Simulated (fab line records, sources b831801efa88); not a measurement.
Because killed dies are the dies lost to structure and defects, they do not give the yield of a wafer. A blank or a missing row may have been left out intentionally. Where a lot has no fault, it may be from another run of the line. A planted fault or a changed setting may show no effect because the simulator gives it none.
fab line records	flow sky130
record lots=7	wafers=19	last-day=49
route steps=708 shown FIELD_ISO@6 PAD_OPEN@708
lots untouched by any fault: they come from a run of this same line in which no faults occurred
start-h: start of the lot's first displayed wafer, in hours after the record's first day	wait-h: how many hours have passed since the lot's step before this one	" unchanged from the row above	L1.1+2: a row that stands for several wafers	- no value, or no start given	* or withheld: withheld	< > ~ a bound
route shown NAME@n: NAME is a module with steps in the file, n the number in the route of the first one	usual: the fault-free wafers' mean and standard deviation	same: alike in all rows	chamber/n: place in a boat	sites: each site's reading	_std_site: how widely they spread, as a standard deviation	_edge_site: the outer-site mean with the inner-site mean subtracted	radius-mm: how far each site lies from the wafer's centre	mask NAME#n: copy n	behind: tool/chamber where the wafer was last shaped	hold: why the lot was held/for how many hours/how that ended	device: transistor that didn't switch, given as n, p or np	end of line: the same wafers' tests at the end of the route	a step with no rows: only its recipe	killed: dies that structure and defects cost at the first sort, which is not the same as the wafer's yield	map: a wafer's dies, x killed, . not, _ none there
set.NAME: the setting as run; set.NAME@STEP: as run at that earlier step	model.NAME: the simulator's own value behind a step, which no gauge read
lots at selected steps of the route; one table per step, one row per wafer
services: from which hour (start-h, from the record's first day; less than 0 if before it) a tool's chamber was out of use, for how many hours, and why
## steps
# step SKY_FIELD_ISO_DEHYDRATE_05
# recipe temp-c=200	time-s=60
# step SKY_FIELD_ISO_HMDS_06
# recipe prime-time-s=60	prime-temp-c=120
# step SKY_FIELD_ISO_COAT_07
# recipe resist=BARC	temp-c=withheld	time-s=withheld	spin-rpm=3000	resist-thk-nm=60
# step SKY_FIELD_ISO_COAT_08
# recipe resist=KrF-thick	spin-rpm=3000	resist-thk-nm=450
# step SKY_FIELD_ISO_SOFTBAKE_09
# recipe temp-c=100	time-s=90	resist=KrF-thick
# step SKY_FIELD_ISO_EXPOSE_10
# recipe mask-id=FOM	na=0.68	source-shape=annular	sigma-inner=0.4	sigma-outer=0.8	target-cd-nm=150	dose-mj=28
# step SKY_FIELD_ISO_PEB_11
# recipe peb-temp-c=withheld	peb-time-s=withheld	resist=KrF-thick
# step SKY_FIELD_ISO_DEVELOP_12
# recipe develop-time-s=60	resist=KrF-thick	dev-temp-c=21
# step SKY_FIELD_ISO_CD_MEAS_13
# recipe target-cd-nm=150
# usual cd-nm=149.6/1.6
lot.wafer	tool	chamber	start-h	wait-h	cd-nm
L684.3	cd-sem-02	-	33.93	-	148.7
L684.4	"	-	"	"	148.2
L684.5	"	-	"	"	148.7
L686.2	cd-sem-01	-	44.38	-	150.7
L686.4	"	-	"	"	150.6
L686.5	"	-	"	"	150.5
L690.2	cd-sem-01	-	66.88	-	148.7
L690.3	"	-	"	"	148.9
L690.6	"	-	"	"	149.0
L691.3	cd-sem-02	-	70.20	-	149.3
L691.4	"	-	"	"	150.7
L692.3	cd-sem-02	-	75.88	-	149.5
L692.6	"	-	"	"	148.6
L698.2	cd-sem-02	-	108.71	-	148.8
L698.4	"	-	"	"	148.0
L698.6	"	-	"	"	148.0
L699.3	cd-sem-02	-	114.25	-	149.3
L699.4	"	-	"	"	147.3
L699.6	"	-	"	"	149.3
# step SKY_FIELD_ISO_ETCH_14
# recipe chemistry=N2/H2	target=BARC	ion-energy-ev=200	source-w=500	bias-w=100	pressure-mtorr=30	n2-flow-sccm=100	h2-flow-sccm=200	stop-on=SiO2	time-s=45.9	target-depth-a=600
# usual drypump-motor-current-A=5.8/0.41	oes-product-au=0.854/0.0049	run-length-s=74.2/0.38	throttle-valve-pct=13.225/0.0091
lot.wafer	tool	chamber	start-h	wait-h	drypump-motor-current-A	oes-product-au	rf-hours-counter-h	run-length-s	throttle-valve-pct
L684.3	rie-diel-01	2	34.01	0.1	5.8	0.855	92	74.9	13.225
L684.4	"	3	"	"	6.1	0.856	98	74.0	13.228
L684.5	"	1	"	"	5.0	0.849	-	74.5	13.227
L686.2	rie-diel-01	3	44.48	0.1	6.1	0.853	99	74.2	13.228
L686.4	"	1	"	"	5.1	0.854	6	74.5	13.235
L686.5	"	0	"	"	6.0	0.863	-	74.3	13.228
L690.2	rie-diel-01	0	66.98	0.1	6.0	0.855	119	74.2	13.220
L690.3	"	2	"	"	5.7	0.856	93	74.8	13.209
L690.6	"	0	"	"	6.0	0.853	-	74.3	13.231
L691.3	rie-diel-04	3	70.28	0.1	6.6	0.858	74	74.8	13.234
L691.4	"	1	"	"	6.2	0.855	92	73.7	13.222
L692.3	rie-diel-01	0	75.96	0.1	6.0	0.859	119	74.1	13.225
L692.6	"	2	"	"	5.8	0.849	-	74.7	13.213
L698.2	rie-diel-01	1	108.81	0.1	5.0	0.855	7	74.1	13.245
L698.4	"	0	"	"	6.0	0.846	120	74.4	13.221
L698.6	"	0	"	"	6.0	0.859	-	74.3	13.217
L699.3	rie-diel-04	0	114.33	0.1	6.5	0.852	26	74.8	13.220
L699.4	"	1	"	"	6.2	0.856	93	73.7	13.223
L699.6	"	3	"	"	6.6	0.859	-	74.6	13.241
# step SKY_FIELD_ISO_ETCH_15
# recipe chemistry=CHF3/O2	target-depth-nm=180	stop-on=Si	source-w=600	bias-w=200	pressure-mtorr=40	chf3-flow-sccm=50	O2_flow_sccm=5	time-s=72
# usual drypump-motor-current-A=5.8/0.41	oes-product-au=0.949/0.0065	run-length-s=100.3/0.39	throttle-valve-pct=8.845/0.009
lot.wafer	tool	chamber	start-h	wait-h	drypump-motor-current-A	oes-product-au	rf-hours-counter-h	run-length-s	throttle-valve-pct
L684.3	rie-diel-01	2	34.05	0.0	5.8	0.945	92	100.8	8.844
L684.4	"	3	"	"	6.1	0.940	98	100.2	8.840
L684.5	"	1	"	"	5.0	0.945	-	100.5	8.845
L686.2	rie-diel-01	3	44.52	0.0	6.1	0.956	99	100.1	8.846
L686.4	"	1	"	"	5.1	0.962	6	100.7	8.854
L686.5	"	0	"	"	6.0	0.948	-	100.0	8.836
L690.2	rie-diel-01	0	67.02	0.0	6.0	0.950	119	99.9	8.828
L690.3	"	2	"	"	5.8	0.962	93	100.8	8.849
L690.6	"	0	"	"	6.0	0.956	-	100.0	8.842
L691.3	rie-diel-04	3	70.32	0.0	6.6	0.954	74	100.7	8.847
L691.4	"	1	"	"	6.2	0.954	92	99.7	8.836
L692.3	rie-diel-01	0	76.00	0.0	5.9	0.960	119	100.5	8.847
L692.6	"	2	"	"	5.8	0.953	-	101.0	8.843
L698.2	rie-diel-01	1	108.85	0.0	5.0	0.939	7	100.7	8.828
L698.4	"	0	"	"	6.0	0.944	120	100.0	8.837
L698.6	"	0	"	"	6.0	0.944	-	99.9	8.844
L699.3	rie-diel-04	0	114.37	0.0	6.5	0.940	26	101.1	8.851
L699.4	"	1	"	"	6.2	0.956	93	99.7	8.842
L699.6	"	3	"	"	6.6	0.950	-	101.0	8.854
# step SKY_FIELD_ISO_STRIP_16
# recipe chemistry=O2/N2	power-w=1400	pressure-mtorr=1500	platen-temp-c=withheld	o2-flow-sccm=3000	n2-flow-sccm=300	overash-fraction=0.5
# usual drypump-motor-current-A=5.8/0.59	oes-product-au=0.378/0.0044	strip-time-to-endpoint-s=3.561/0.028
lot.wafer	tool	chamber	start-h	wait-h	drypump-motor-current-A	oes-product-au	rf-hours-counter-h	strip-time-to-endpoint-s
L684.3	plasma-asher-03	1	34.14	0.1	6.5	0.379	-	3.573
L684.4	"	0	"	"	5.2	0.377	-	3.583
L684.5	"	1	"	"	6.5	0.377	-	3.600
L686.2	plasma-asher-01	1	44.58	0.0	6.5	0.374	37	3.543
L686.4	"	1	"	"	6.6	0.378	-	3.587
L686.5	"	0	"	"	5.3	0.374	-	3.589
L690.2	plasma-asher-01	0	67.08	0.0	5.3	0.379	39	3.563
L690.3	"	1	"	"	6.5	0.377	-	3.538
L690.6	"	1	"	"	6.5	0.370	-	3.551
L691.3	plasma-asher-03	1	70.41	0.1	6.6	0.382	-	3.601
L691.4	"	0	"	"	5.2	0.381	-	3.580
L692.3	plasma-asher-01	1	76.09	0.1	6.6	0.379	-	3.567
L692.6	"	1	"	"	6.6	0.377	-	3.566
L698.2	plasma-asher-02	0	108.91	0.0	6.1	0.380	42	3.614
L698.4	"	0	"	"	6.1	0.376	-	3.563
L698.6	"	0	"	"	6.1	0.376	-	3.572
L699.3	plasma-asher-02	0	114.46	0.1	6.1	0.378	-	3.502
L699.4	"	1	"	"	5.1	0.382	-	3.542
L699.6	"	1	"	"	5.1	0.378	-	3.548
# step SKY_FIELD_ISO_ETCH_17
# recipe target-depth-a=3420	mask-material=Si3N4	chemistry=HBr/Cl2/O2	target=Si	taper-deg=5	icp-w=600	bias-w=150	pressure-mtorr=15	HBr_flow_sccm=150	Cl2_flow_sccm=40	O2_flow_sccm=6	time-s=97.7
# usual drypump-motor-current-A=5.5/0.61	oes-product-au=1.002/0.0072	run-length-s=126.0/0.44	throttle-valve-pct=25.654/0.01
lot.wafer	tool	chamber	start-h	wait-h	drypump-motor-current-A	oes-product-au	rf-hours-counter-h	run-length-s	throttle-valve-pct	model.etch.depth-nm	model.FIELD_ISO.feature-depth-nm
L684.3	rie-si-02	0	34.21	0.0	5.4	0.992	34	126.3	25.656	340.9	340.9
L684.4	"	3	"	"	4.9	1.005	1	125.2	25.628	344.3	344.3
L684.5	"	0	"	"	5.4	0.993	-	126.2	25.664	341.5	341.5
L686.2	rie-si-01	0	44.68	0.1	6.5	0.990	55	126.3	25.662	342.3	342.3
L686.4	"	1	"	"	6.5	1.006	2	126.0	25.635	345.5	345.5
L686.5	"	3	"	"	5.4	1.001	-	125.8	25.663	342	342
L690.2	rie-si-01	2	67.18	0.1	5.1	0.991	73	125.8	25.656	342	342
L690.3	"	3	"	"	5.3	0.990	148	116.1	25.653	304.6	304.6
L690.6	"	3	"	"	5.3	0.996	-	126.1	25.659	340.7	340.7
L691.3	rie-si-01	0	70.48	0.0	6.5	0.997	55	115.4	25.654	303.7	303.7
L691.4	"	2	"	"	5.1	1.004	73	125.6	25.674	341.8	341.8
L692.3	rie-si-01	0	76.16	0.0	6.5	1.009	55	115.5	25.660	303.9	303.9
L692.6	"	0	"	"	6.5	0.996	-	125.9	25.669	339.5	339.5
L698.2	rie-si-02	1	109.01	0.1	5.2	1.020	0	125.7	25.650	350.6	350.6
L698.4	"	0	"	"	5.4	1.007	35	126.1	25.653	344.4	344.4
L698.6	"	2	"	"	5.0	1.014	-	126.3	25.668	346.5	346.5
L699.3	rie-si-02	1	114.53	0.0	5.2	1.001	0	125.8	25.640	344.3	344.3
L699.4	"	2	"	"	5.0	0.999	30	126.0	25.650	341	341
L699.6	"	1	"	"	5.2	0.999	-	125.9	25.673	342.1	342.1
# step SKY_FIELD_ISO_WET_ETCH_18
# recipe chemistry=H3PO4	target-depth-nm=25	temp-c=160	target=Si3N4	time-s=286
# step SKY_PAD_OPEN_PROBE_99
# usual killed_at_M0_to_M3=43/7.2	killed_at_M4_up=3.3/1.8	killed-at-contacts=23/5.5	killed-at-front-end=16/5.1	killed-at-other=0.4/0.65	killed-dies=85/10	killed-on-rim=17/4.3	killed-open=46/7.1	killed-short=38/7.2
# same gross-dies=492	killed-at-back-side=0
lot.wafer	tool	chamber	start-h	wait-h	killed_at_M0_to_M3	killed_at_M4_up	killed-at-contacts	killed-at-front-end	killed-at-other	killed-dies	killed-on-rim	killed-open	killed-short	model.etest.res_p_drift_20v.line-ohm-um	model.etest.res_p_drift_20v.rs-ohm-sq	model.etest.pfet_16v.r-on-ohm-um	model.etest.res-iso-pwell.rs-ohm-sq	model.etest.res-iso-pwell.line-ohm-um	model.etest.res-nwell.line-ohm-um	model.etest.res-nwell.rs-ohm-sq	model.etest.pfet_16v.drive-ua-um
L684.3	prober-01	-	1076.58	0.2	45	1	25	17	1	89	13	47	42	1.113e+04	9366	1.518e+04	3118	1160	1164	976	245.4
L684.4	prober-01	-	1076.63	0.2	40	4	20	28	0	92	22	37	52	1.14e+04	9528	1.53e+04	3214	1204	1164	986.1	243.5
L684.5	prober-01	-	1076.68	0.2	32	3	30	15	1	81	28	47	33	1.131e+04	9447	1.537e+04	3156	1192	1182	985.2	242.1
L686.2	prober-02	-	1105.87	0.1	52	6	22	11	0	91	16	47	44	1.154e+04	9544	1.542e+04	3197	1204	1135	956.1	245.7
L686.4	prober-02	-	1105.97	0.2	43	5	25	12	1	86	15	43	43	1.157e+04	9835	1.532e+04	3272	1242	1156	978.1	244.7
L686.5	prober-02	-	1106.02	0.2	59	6	21	15	0	101	19	56	43	1.145e+04	9544	1.525e+04	3156	1201	1126	963.2	245.6
L690.2	prober-02	-	1117.93	0.1	45	2	19	21	0	87	18	42	43	1.147e+04	9458	1.524e+04	3198	1200	1055	892.9	246.6
L690.3	prober-02	-	1117.98	0.2	45	2	16	11	0	74	13	45	29	9601	7957	1.396e+04	2510	946.9	958.6	810.3	263
L690.6	prober-02	-	1118.13	0.2	43	2	28	10	0	83	21	41	41	1.159e+04	9503	1.514e+04	3199	1232	1054	890	249.3
L691.3	prober-01	-	1118.43	0.2	47	1	21	13	1	83	17	49	34	9089	7739	1.438e+04	2322	869.9	1145	923	247.7
L691.4	prober-01	-	1118.48	0.2	41	6	24	18	1	90	17	60	29	1.074e+04	8996	1.538e+04	2829	1069	1284	1063	238.4
L692.3	prober-02	-	1123.08	0.2	41	3	17	25	1	87	17	42	41	9831	8251	1.426e+04	2404	911.5	1030	859	251.7
L692.6	prober-02	-	1123.23	0.2	63	6	27	16	0	112	25	52	59	1.186e+04	9755	1.539e+04	2919	1111	1122	950.9	240
L698.2	prober-02	-	1157.48	0.1	31	2	28	17	0	78	10	45	33	1.12e+04	9355	1.573e+04	3468	1326	1088	936.1	238.6
L698.4	prober-02	-	1157.58	0.2	50	1	36	8	0	95	14	55	39	1.082e+04	9050	1.535e+04	3283	1227	1060	910.6	246
L698.6	prober-02	-	1157.68	0.2	42	5	17	13	0	77	21	41	35	1.092e+04	9260	1.562e+04	3374	1281	1085	922.1	244.1
L699.3	prober-01	-	1165.63	0.2	44	5	27	8	0	84	16	56	28	1.151e+04	9600	1.539e+04	3117	1172	1171	984.9	242.4
L699.4	prober-01	-	1165.68	0.2	38	5	18	7	1	69	17	43	25	1.154e+04	9434	1.538e+04	3076	1169	1161	988	241.8
L699.6	prober-01	-	1165.78	0.2	54	1	25	10	0	90	11	54	35	1.149e+04	9502	1.516e+04	3098	1164	1185	983	246.7
# killed by level:class
L684.3 VIA1:geometric-particle:open=11 FIELD_ISO:geometric-particle:open=7 LI_CONTACT:geometric-particle:open=7 CONTACT:geometric-particle:short=7 METAL1:geometric-particle:short=7 METAL2:geometric-particle:short=7 VIA2:geometric-particle:open=6 VIA3:geometric-particle:open=6
L684.4 POLY_GATE:geometric-particle:short=10 VIA1:geometric-particle:open=9 CONTACT:geometric-particle:open=8 FIELD_ISO:geometric-particle:short=6 METAL2:geometric-particle:short=6 POLY_GATE:geometric-particle:open=5 METAL1:geometric-particle:short=5 METAL3:geometric-particle:short=5
L684.5 LI_CONTACT:geometric-particle:open=17 CONTACT:geometric-particle:open=8 VIA3:geometric-particle:open=6 FIELD_ISO:geometric-particle:short=5 FIELD_ISO:geometric-particle:open=4 METAL1:geometric-particle:short=4 VIA1:geometric-particle:open=4 VIA2:geometric-particle:open=4
L686.2 VIA3:geometric-particle:open=10 VIA2:geometric-particle:open=9 CONTACT:geometric-particle:open=7 METAL2:geometric-particle:short=7 VIA1:geometric-particle:open=6 LI_CONTACT:geometric-particle:open=5 CONTACT:geometric-particle:short=5 METAL1:geometric-particle:short=5
L686.4 VIA1:geometric-particle:open=14 CONTACT:geometric-particle:open=9 METAL2:geometric-particle:short=7 LI_CONTACT:geometric-particle:open=7 LI_CONTACT:geometric-particle:short=5 VIA3:geometric-particle:open=4 METAL1:geometric-particle:short=4 VIA1:geometric-particle:short=4
L686.5 VIA1:geometric-particle:open=19 VIA1:geometric-particle:short=9 CONTACT:geometric-particle:open=6 LI_CONTACT:geometric-particle:open=6 METAL1:geometric-particle:short=6 VIA3:geometric-particle:open=6 VIA3:geometric-particle:short=5 VIA2:geometric-particle:open=5
L690.2 VIA1:geometric-particle:open=12 METAL3:geometric-particle:short=8 CONTACT:geometric-particle:open=7 VIA3:geometric-particle:open=7 METAL2:geometric-particle:short=5 POLY_GATE:geometric-particle:open=4 POLY_GATE:geometric-particle:short=4 LOCAL_INTERCONNECT:geometric-particle:short=4
L690.3 VIA1:geometric-particle:open=13 VIA3:geometric-particle:open=8 POLY_GATE:geometric-particle:open=6 CONTACT:geometric-particle:open=5 VIA1:geometric-particle:short=5 VIA2:geometric-particle:open=4 METAL1:geometric-particle:short=4 VIA3:geometric-particle:short=4
L690.6 VIA1:geometric-particle:open=8 VIA3:geometric-particle:open=7 CONTACT:geometric-particle:open=7 CONTACT:geometric-particle:short=6 LOCAL_INTERCONNECT:geometric-particle:short=6 VIA2:geometric-particle:open=6 LI_CONTACT:geometric-particle:open=5 LI_CONTACT:geometric-particle:short=4
L691.3 VIA1:geometric-particle:open=14 CONTACT:geometric-particle:open=10 CONTACT:geometric-particle:short=7 POLY_GATE:geometric-particle:open=6 VIA2:geometric-particle:open=6 VIA3:geometric-particle:open=6 METAL1:geometric-particle:short=4 VIA1:geometric-particle:short=4
L691.4 CONTACT:geometric-particle:open=13 VIA1:geometric-particle:open=11 POLY_GATE:geometric-particle:open=6 VIA2:geometric-particle:open=6 POLY_GATE:geometric-particle:short=5 LI_CONTACT:geometric-particle:open=5 VIA3:geometric-particle:open=5 CONTACT:geometric-particle:short=4
L692.3 CONTACT:geometric-particle:open=10 METAL2:geometric-particle:short=8 VIA1:geometric-particle:short=6 VIA1:geometric-particle:open=6 FIELD_ISO:geometric-particle:short=5 VIA3:geometric-particle:open=5 FIELD_ISO:geometric-particle:open=4 POLY_GATE:geometric-particle:short=4
L692.6 LI_CONTACT:geometric-particle:open=12 VIA3:geometric-particle:open=11 METAL1:geometric-particle:short=9 METAL2:geometric-particle:short=8 VIA1:geometric-particle:open=7 CONTACT:geometric-particle:short=7 VIA2:geometric-particle:open=7 VIA3:geometric-particle:short=5
L698.2 CONTACT:geometric-particle:open=10 VIA1:geometric-particle:open=10 LI_CONTACT:geometric-particle:open=8 LOCAL_INTERCONNECT:geometric-particle:short=5 FIELD_ISO:geometric-particle:open=4 FIELD_ISO:geometric-particle:short=4 METAL2:geometric-particle:short=4 VIA2:geometric-particle:short=3
L698.4 CONTACT:geometric-particle:open=16 VIA1:geometric-particle:open=11 VIA3:geometric-particle:open=9 CONTACT:geometric-particle:short=8 LI_CONTACT:geometric-particle:open=5 VIA2:geometric-particle:open=5 METAL1:geometric-particle:short=5 METAL2:geometric-particle:short=5
L698.6 METAL2:geometric-particle:short=9 VIA1:geometric-particle:open=9 VIA2:geometric-particle:open=8 LI_CONTACT:geometric-particle:open=6 CONTACT:geometric-particle:open=5 POLY_GATE:geometric-particle:short=4 METAL1:geometric-particle:short=4 POLY_GATE:geometric-particle:open=3
L699.3 CONTACT:geometric-particle:open=13 VIA2:geometric-particle:open=10 VIA1:geometric-particle:open=9 VIA1:geometric-particle:short=7 LI_CONTACT:geometric-particle:open=4 CONTACT:geometric-particle:short=4 VIA3:geometric-particle:open=4 POLY_GATE:geometric-particle:open=3
L699.4 VIA1:geometric-particle:open=10 CONTACT:geometric-particle:open=7 VIA2:geometric-particle:open=5 VIA1:geometric-particle:short=4 METAL2:geometric-particle:open=4 VIA3:geometric-particle:open=4 POLY_GATE:geometric-particle:open=3 LI_CONTACT:geometric-particle:open=3
L699.6 VIA1:geometric-particle:open=18 CONTACT:geometric-particle:open=8 VIA3:geometric-particle:open=8 CONTACT:geometric-particle:short=6 VIA2:geometric-particle:open=6 METAL2:geometric-particle:short=6 LI_CONTACT:geometric-particle:open=5 METAL1:geometric-particle:short=4
## services
tool	chamber	start-h	hours	kind
rie-diel-01	0	23.16	1.4	repair
plasma-asher-02	-	64.14	14.6	pm
plasma-asher-03	-	73.07	3.5	repair
rie-diel-04	1	74.81	16.6	repair
rie-si-02	1	77.53	-	clean
rie-si-02	1	77.53	19.3	scheduled-down
rie-si-02	1	77.53	19.3	vent-cycle
rie-diel-04	2	78.87	5.4	repair
rie-si-01	0	81.95	5.4	repair
rie-si-01	1	85.13	2.2	repair
plasma-asher-01	-	85.26	33.3	repair
rie-si-01	3	88.43	-	clean
rie-si-01	3	88.43	21.2	scheduled-down
rie-si-01	3	88.43	21.2	vent-cycle
plasma-asher-03	-	89.89	2.8	pm
plasma-asher-03	-	108.75	9.0	pm
plasma-asher-03	0	108.75	9.0	vent-cycle
plasma-asher-03	1	108.75	9.0	vent-cycle
## key
first-sign step=SKY_FIELD_ISO_ETCH_17	reading=run-length-s	direction=down	sigmas=24	usual=*	struck=*
effect none on later readings
model-effect step=SKY_FIELD_ISO_ETCH_17	value=etch.depth-nm	without=340.4	struck=304.1
model-effect step=SKY_PAD_OPEN_PROBE_99	value=etest.res_p_drift_20v.line-ohm-um	without=1.132e+04	struck=9507
met-at SKY_FIELD_ISO_ETCH_17
struck-wafers L690.3,L691.3,L692.3
tester-left-out L690,L691,L692
onset-between 44.68 67.18
fault kind=process-parameter-drift	tool=rie-si-01	chamber=-	onset-h=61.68	steps=SKY_FIELD_ISO_ETCH_17	channel=time-s	offset=*	shape=step	end-h=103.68	scope=struck-wafers-only	acts-in=*	stated=*
# tester-left-out: of these lots the tester's yield and bins aren't shown, on N5 and GAA mostly nor the transistor test; their killed dies are dies lost to structure and defects alone, not to doping, threshold or leakage, so they don't give the yield
